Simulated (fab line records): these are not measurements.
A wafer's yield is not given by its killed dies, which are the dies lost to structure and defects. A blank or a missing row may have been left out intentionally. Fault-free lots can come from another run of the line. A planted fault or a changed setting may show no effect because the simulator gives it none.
Which tool did it? || flow sky130 || Sampling: 12 lots, 34 wafers, 5 of 708 route steps

## WHAT EACH GAUGE READ, for each wafer
SKY_SD_P_TW_MEAS_11. Usual: SD_P_TW gives 2815 (standard deviation 15).
{"lot": "L977", "measured": "day 25 07:14", "on": "film_metro-02", "SD_P_TW": "2817 2818 2817", "flag": ""}
{"lot": "L978", "measured": "day 25 18:49", "on": "film_metro-03", "SD_P_TW": "2789 2798 2806", "flag": ""}
{"lot": "L980", "measured": "day 26 12:32", "on": "film_metro-02", "SD_P_TW": "2808 2814 2824", "flag": ""}
{"lot": "L981", "measured": "day 27 04:17", "on": "film_metro-04", "SD_P_TW": "2810 2802 2823", "flag": ""}
{"lot": "L982", "measured": "day 27 08:26", "on": "film_metro-03", "SD_P_TW": "2817 2819 2819", "flag": ""}
{"lot": "L983", "measured": "day 27 10:16", "on": "film_metro-04", "SD_P_TW": "2817 2816 2815", "flag": ""}
{"lot": "L986", "measured": "day 28 14:01", "on": "film_metro-04", "SD_P_TW": "2817 2815 2826", "flag": ""}
{"lot": "L987", "measured": "day 28 23:54", "on": "film_metro-03", "SD_P_TW": "2806 2822 2802", "flag": ""}
{"lot": "L988", "measured": "day 29 09:43", "on": "film_metro-03", "SD_P_TW": "2825 2824 2823", "flag": ""}
{"lot": "L994", "measured": "day 31 09:02", "on": "film_metro-02", "SD_P_TW": "2846 2833", "flag": ""}
{"lot": "L995", "measured": "day 31 16:29", "on": "film_metro-02", "SD_P_TW": "2821 2834 2832", "flag": ""}
{"lot": "L996", "measured": "day 31 19:43", "on": "film_metro-04", "SD_P_TW": "2820 2815", "flag": ""}

SKY_LI_CONTACT_BOW_MEAS_03. Usual: LI_CONTACT_BOW gives 54 um (standard deviation 7.2).
{"lot": "L977", "measured": "day 27 18:30", "on": "film_metro-03", "LI_CONTACT_BOW (um)": "60 58 45", "flag": ""}
{"lot": "L978", "measured": "day 28 05:52", "on": "film_metro-03", "LI_CONTACT_BOW (um)": "55 50 51", "flag": ""}
{"lot": "L980", "measured": "day 28 22:52", "on": "film_metro-03", "LI_CONTACT_BOW (um)": "49 50 58", "flag": ""}
{"lot": "L981", "measured": "day 29 14:00", "on": "film_metro-04", "LI_CONTACT_BOW (um)": "68 62 56", "flag": ""}
{"lot": "L982", "measured": "day 29 19:16", "on": "film_metro-03", "LI_CONTACT_BOW (um)": "60 55 52", "flag": ""}
{"lot": "L983", "measured": "day 29 20:55", "on": "film_metro-03", "LI_CONTACT_BOW (um)": "57 58 47", "flag": ""}
{"lot": "L986", "measured": "day 30 23:36", "on": "film_metro-03", "LI_CONTACT_BOW (um)": "71 61 72", "flag": ""}
{"lot": "L987", "measured": "day 31 07:35", "on": "film_metro-04", "LI_CONTACT_BOW (um)": "68 57 47", "flag": ""}
{"lot": "L988", "measured": "day 31 18:19", "on": "film_metro-04", "LI_CONTACT_BOW (um)": "41 63 52", "flag": ""}
{"lot": "L994", "measured": "day 33 15:10", "on": "film_metro-02", "LI_CONTACT_BOW (um)": "50 43", "flag": ""}
{"lot": "L995", "measured": "day 33 23:24", "on": "film_metro-03", "LI_CONTACT_BOW (um)": "45 64 48", "flag": ""}
{"lot": "L996", "measured": "day 34 02:04", "on": "film_metro-03", "LI_CONTACT_BOW (um)": "55 50", "flag": ""}

SKY_LI_CONTACT_RS_MEAS_22: measurement is done with a four-point probe. Usual: LI_CONTACT_W_RS gives 0.286 ohm/sq (standard deviation 0.0031).
{"lot": "L977", "measured": "day 28 23:26", "on": "film_metro-04", "LI_CONTACT_W_RS (ohm/sq)": "0.285 0.285 0.283", "flag": ""}
{"lot": "L978", "measured": "day 29 11:01", "on": "film_metro-03", "LI_CONTACT_W_RS (ohm/sq)": "0.287 0.285 0.288", "flag": ""}
{"lot": "L980", "measured": "day 30 04:07", "on": "film_metro-04", "LI_CONTACT_W_RS (ohm/sq)": "0.283 0.281 0.286", "flag": ""}
{"lot": "L981", "measured": "day 30 18:31", "on": "film_metro-04", "LI_CONTACT_W_RS (ohm/sq)": "0.282 0.282 0.282", "flag": ""}
{"lot": "L982", "measured": "day 30 23:42", "on": "film_metro-02", "LI_CONTACT_W_RS (ohm/sq)": "0.288 0.281 0.286", "flag": ""}
{"lot": "L983", "measured": "day 31 01:47", "on": "film_metro-03", "LI_CONTACT_W_RS (ohm/sq)": "0.284 0.282 0.283", "flag": ""}
{"lot": "L986", "measured": "day 32 04:05", "on": "film_metro-03", "LI_CONTACT_W_RS (ohm/sq)": "0.284 0.287 0.284", "flag": ""}
{"lot": "L987", "measured": "day 32 11:22", "on": "film_metro-04", "LI_CONTACT_W_RS (ohm/sq)": "0.284 0.285 0.284", "flag": ""}
{"lot": "L988", "measured": "day 32 21:42", "on": "film_metro-04", "LI_CONTACT_W_RS (ohm/sq)": "0.288 0.285 0.289", "flag": ""}
{"lot": "L994", "measured": "day 34 16:40", "on": "film_metro-03", "LI_CONTACT_W_RS (ohm/sq)": "0.290 0.289", "flag": ""}
{"lot": "L995", "measured": "day 35 02:08", "on": "film_metro-04", "LI_CONTACT_W_RS (ohm/sq)": "0.282 0.280 0.283", "flag": ""}
{"lot": "L996", "measured": "day 35 04:49", "on": "film_metro-03", "LI_CONTACT_W_RS (ohm/sq)": "0.285 0.286", "flag": ""}

## WHAT TOOL EACH LOT RAN ON (gives the tool, then ch and the chambers of the sampled wafers, and finally the start)
{"lot": "L977", "SKY_LI_CONTACT_ETCH_14": "rie_diel-04 ch 0,1,3, day 28 22:45", "SKY_LI_CONTACT_STRIP_16": "plasma_asher-04 ch 1, day 28 22:53"}
{"lot": "L978", "SKY_LI_CONTACT_ETCH_14": "rie_diel-04 ch 1,2,3, day 29 10:10", "SKY_LI_CONTACT_STRIP_16": "plasma_asher-04 ch 0,1, day 29 10:20"}
{"lot": "L980", "SKY_LI_CONTACT_ETCH_14": "rie_diel-04 ch 0,2,3, day 30 03:25", "SKY_LI_CONTACT_STRIP_16": "plasma_asher-03 ch 0, day 30 03:33"}
{"lot": "L981", "SKY_LI_CONTACT_ETCH_14": "rie_diel-01 ch 0,1, day 30 17:49", "SKY_LI_CONTACT_STRIP_16": "plasma_asher-04 ch 0,1, day 30 17:57"}
{"lot": "L982", "SKY_LI_CONTACT_ETCH_14": "rie_diel-04 ch 1,2,3, day 30 22:52", "SKY_LI_CONTACT_STRIP_16": "plasma_asher-03 ch 0,1, day 30 23:00"}
{"lot": "L983", "SKY_LI_CONTACT_ETCH_14": "rie_diel-02 ch 2,3, day 31 00:58", "SKY_LI_CONTACT_STRIP_16": "plasma_asher-03 ch 0,1, day 31 01:05"}
{"lot": "L986", "SKY_LI_CONTACT_ETCH_14": "rie_diel-02 ch 0,3, day 32 03:17", "SKY_LI_CONTACT_STRIP_16": "plasma_asher-04 ch 0, day 32 03:25"}
{"lot": "L987", "SKY_LI_CONTACT_ETCH_14": "rie_diel-01 ch 0,1,2, day 32 10:40", "SKY_LI_CONTACT_STRIP_16": "plasma_asher-01 ch 0,1, day 32 10:47"}
{"lot": "L988", "SKY_LI_CONTACT_ETCH_14": "rie_diel-01 ch 1,2,3, day 32 20:53", "SKY_LI_CONTACT_STRIP_16": "plasma_asher-03 ch 0,1, day 32 21:01"}
{"lot": "L994", "SKY_LI_CONTACT_ETCH_14": "rie_diel-02 ch 2,3, day 34 15:50", "SKY_LI_CONTACT_STRIP_16": "plasma_asher-04 ch 0,1, day 34 16:01"}
{"lot": "L995", "SKY_LI_CONTACT_ETCH_14": "rie_diel-02 ch 2,3, day 35 01:16", "SKY_LI_CONTACT_STRIP_16": "plasma_asher-04 ch 0,1, day 35 01:24"}
{"lot": "L996", "SKY_LI_CONTACT_ETCH_14": "rie_diel-02 ch 1,2, day 35 04:02", "SKY_LI_CONTACT_STRIP_16": "plasma_asher-01 ch 0,1, day 35 04:13"}
- SKY_LI_CONTACT_ETCH_14: etches BARC in N2/H2, stops on SiO2, time 45.9 s, target depth 60 nm.
- SKY_LI_CONTACT_STRIP_16: strips in O2/N2.

## AS READ BY THE TOOLS THEMSELVES (means over the sampled wafers that have a number; for cases with no such wafer, the mark the record gives instead)
SKY_LI_CONTACT_ETCH_14. Usual: chamber_pressure_mTorr 30.001 mTorr, standard deviation 0.027; drypump_motor_current_A 5.7 A, standard deviation 0.44; oes_product_au 0.855 a.u., standard deviation 0.0051; run_length_s 74.3 s, standard deviation 0.45; throttle_valve_pct 13.225 %, standard deviation 0.009.
{"lot": "L977", "tool": "rie_diel-04", "chamber_pressure_mTorr (mTorr)": 30.001, "drypump_motor_current_A (A)": 5.6, "oes_product_au (a.u.)": 0.854, "run_length_s (s)": 74.4, "throttle_valve_pct (%)": 13.226, "flag": ""}
{"lot": "L978", "tool": "rie_diel-04", "chamber_pressure_mTorr (mTorr)": 30.005, "drypump_motor_current_A (A)": 5.4, "oes_product_au (a.u.)": 0.859, "run_length_s (s)": 74.5, "throttle_valve_pct (%)": 13.223, "flag": ""}
{"lot": "L980", "tool": "rie_diel-04", "chamber_pressure_mTorr (mTorr)": 30.021, "drypump_motor_current_A (A)": 5.7, "oes_product_au (a.u.)": 0.852, "run_length_s (s)": 74.5, "throttle_valve_pct (%)": 13.228, "flag": ""}
{"lot": "L981", "tool": "rie_diel-01", "chamber_pressure_mTorr (mTorr)": 29.994, "drypump_motor_current_A (A)": 6.0, "oes_product_au (a.u.)": 0.853, "run_length_s (s)": 74.3, "throttle_valve_pct (%)": 13.221, "flag": ""}
{"lot": "L982", "tool": "rie_diel-04", "chamber_pressure_mTorr (mTorr)": 30.001, "drypump_motor_current_A (A)": 5.4, "oes_product_au (a.u.)": 0.854, "run_length_s (s)": 74.6, "throttle_valve_pct (%)": 13.225, "flag": ""}
{"lot": "L983", "tool": "rie_diel-02", "chamber_pressure_mTorr (mTorr)": 30.007, "drypump_motor_current_A (A)": 5.2, "oes_product_au (a.u.)": 0.853, "run_length_s (s)": 74.1, "throttle_valve_pct (%)": 13.222, "flag": ""}
{"lot": "L986", "tool": "rie_diel-02", "chamber_pressure_mTorr (mTorr)": 30.014, "drypump_motor_current_A (A)": 5.6, "oes_product_au (a.u.)": 0.854, "run_length_s (s)": 74.5, "throttle_valve_pct (%)": 13.228, "flag": ""}
{"lot": "L987", "tool": "rie_diel-01", "chamber_pressure_mTorr (mTorr)": 29.989, "drypump_motor_current_A (A)": 6.0, "oes_product_au (a.u.)": 0.852, "run_length_s (s)": 74.2, "throttle_valve_pct (%)": 13.227, "flag": ""}
{"lot": "L988", "tool": "rie_diel-01", "chamber_pressure_mTorr (mTorr)": 30.001, "drypump_motor_current_A (A)": 6.1, "oes_product_au (a.u.)": 0.855, "run_length_s (s)": 74.4, "throttle_valve_pct (%)": 13.227, "flag": ""}
{"lot": "L994", "tool": "rie_diel-02", "chamber_pressure_mTorr (mTorr)": 29.998, "drypump_motor_current_A (A)": 5.2, "oes_product_au (a.u.)": 0.757, "run_length_s (s)": 89.2, "throttle_valve_pct (%)": 13.220, "flag": "OFF"}
{"lot": "L995", "tool": "rie_diel-02", "chamber_pressure_mTorr (mTorr)": 29.991, "drypump_motor_current_A (A)": 5.2, "oes_product_au (a.u.)": 0.797, "run_length_s (s)": 83.9, "throttle_valve_pct (%)": 13.213, "flag": "OFF"}
{"lot": "L996", "tool": "rie_diel-02", "chamber_pressure_mTorr (mTorr)": 30.023, "drypump_motor_current_A (A)": 5.6, "oes_product_au (a.u.)": 0.762, "run_length_s (s)": 88.8, "throttle_valve_pct (%)": 13.212, "flag": "OFF"}

SKY_LI_CONTACT_STRIP_16. Usual: chamber_pressure_mTorr 1500.0 mTorr, standard deviation 1.2; drypump_motor_current_A 5.6 A, standard deviation 0.47; oes_product_au 0.375 a.u., standard deviation 0.0047; strip_time_to_endpoint_s 3.50 s, standard deviation 0.041.
{"lot": "L977", "tool": "plasma_asher-04", "chamber_pressure_mTorr (mTorr)": 1501.1, "drypump_motor_current_A (A)": 5.9, "oes_product_au (a.u.)": 0.373, "strip_time_to_endpoint_s (s)": 3.52, "flag": ""}
{"lot": "L978", "tool": "plasma_asher-04", "chamber_pressure_mTorr (mTorr)": 1500.0, "drypump_motor_current_A (A)": 5.5, "oes_product_au (a.u.)": 0.374, "strip_time_to_endpoint_s (s)": 3.51, "flag": ""}
{"lot": "L980", "tool": "plasma_asher-03", "chamber_pressure_mTorr (mTorr)": 1501.6, "drypump_motor_current_A (A)": 6.0, "oes_product_au (a.u.)": 0.377, "strip_time_to_endpoint_s (s)": 3.49, "flag": ""}
{"lot": "L981", "tool": "plasma_asher-04", "chamber_pressure_mTorr (mTorr)": 1499.2, "drypump_motor_current_A (A)": 5.2, "oes_product_au (a.u.)": 0.372, "strip_time_to_endpoint_s (s)": 3.44, "flag": ""}
{"lot": "L982", "tool": "plasma_asher-03", "chamber_pressure_mTorr (mTorr)": 1499.4, "drypump_motor_current_A (A)": 5.9, "oes_product_au (a.u.)": 0.380, "strip_time_to_endpoint_s (s)": 3.54, "flag": ""}
{"lot": "L983", "tool": "plasma_asher-03", "chamber_pressure_mTorr (mTorr)": 1501.2, "drypump_motor_current_A (A)": 5.7, "oes_product_au (a.u.)": 0.376, "strip_time_to_endpoint_s (s)": 3.49, "flag": ""}
{"lot": "L986", "tool": "plasma_asher-04", "chamber_pressure_mTorr (mTorr)": 1500.1, "drypump_motor_current_A (A)": 4.8, "oes_product_au (a.u.)": 0.371, "strip_time_to_endpoint_s (s)": 3.48, "flag": ""}
{"lot": "L987", "tool": "plasma_asher-01", "chamber_pressure_mTorr (mTorr)": 1499.8, "drypump_motor_current_A (A)": 5.9, "oes_product_au (a.u.)": 0.377, "strip_time_to_endpoint_s (s)": 3.50, "flag": ""}
{"lot": "L988", "tool": "plasma_asher-03", "chamber_pressure_mTorr (mTorr)": 1499.9, "drypump_motor_current_A (A)": 5.9, "oes_product_au (a.u.)": 0.372, "strip_time_to_endpoint_s (s)": 3.45, "flag": ""}
{"lot": "L994", "tool": "plasma_asher-04", "chamber_pressure_mTorr (mTorr)": 1500.6, "drypump_motor_current_A (A)": 5.3, "oes_product_au (a.u.)": 0.373, "strip_time_to_endpoint_s (s)": 3.40, "flag": ""}
{"lot": "L995", "tool": "plasma_asher-04", "chamber_pressure_mTorr (mTorr)": 1499.1, "drypump_motor_current_A (A)": 5.2, "oes_product_au (a.u.)": 0.374, "strip_time_to_endpoint_s (s)": 3.43, "flag": ""}
{"lot": "L996", "tool": "plasma_asher-01", "chamber_pressure_mTorr (mTorr)": 1500.3, "drypump_motor_current_A (A)": 5.9, "oes_product_au (a.u.)": 0.369, "strip_time_to_endpoint_s (s)": 3.34, "flag": "OFF"}

## THE ANSWER, worked out from the rows above alone
Rule: a lot is off if the mean of its wafers that have a number lies more than 3 standard deviations from the usual mean. Also off: a lot with no number at a reading for which 4 or more lots have one. All remaining lots with rows at the step are treated as sound. First the gauges in route order, then the tools' own readings, where a lot's mean is used as printed above. The first step at which some lot is off is used, and at that step the reading that is off furthest; a lot without a number counts as furthest.
Off: L994, L995, L996, at SKY_LI_CONTACT_ETCH_14 (run_length_s).
A tool fits if, at that step or a process step before it, it ran every lot that is off, and no sound lot after the first of them. One fits: SKY_LI_CONTACT_ETCH_14 on rie_diel-02. A fault onset in the window from L986 (day 32 03:17, its last sound lot) to L994 (day 34 15:50, its first lot off) fits.
The tool's own readings at SKY_LI_CONTACT_ETCH_14 bear it out: on the lots that are off they differ by more than 5 times the standard deviation of the sound lots' means. oes_product_au reads 0.772 a.u. there against 0.854 a.u. on the sound lots; run_length_s reads 87.3 s there against 74.4 s on the sound lots.

## WHAT THE SIMULATOR HAD INSERTED
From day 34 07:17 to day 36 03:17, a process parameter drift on rie_diel-02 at SKY_LI_CONTACT_ETCH_14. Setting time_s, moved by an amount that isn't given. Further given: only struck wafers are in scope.
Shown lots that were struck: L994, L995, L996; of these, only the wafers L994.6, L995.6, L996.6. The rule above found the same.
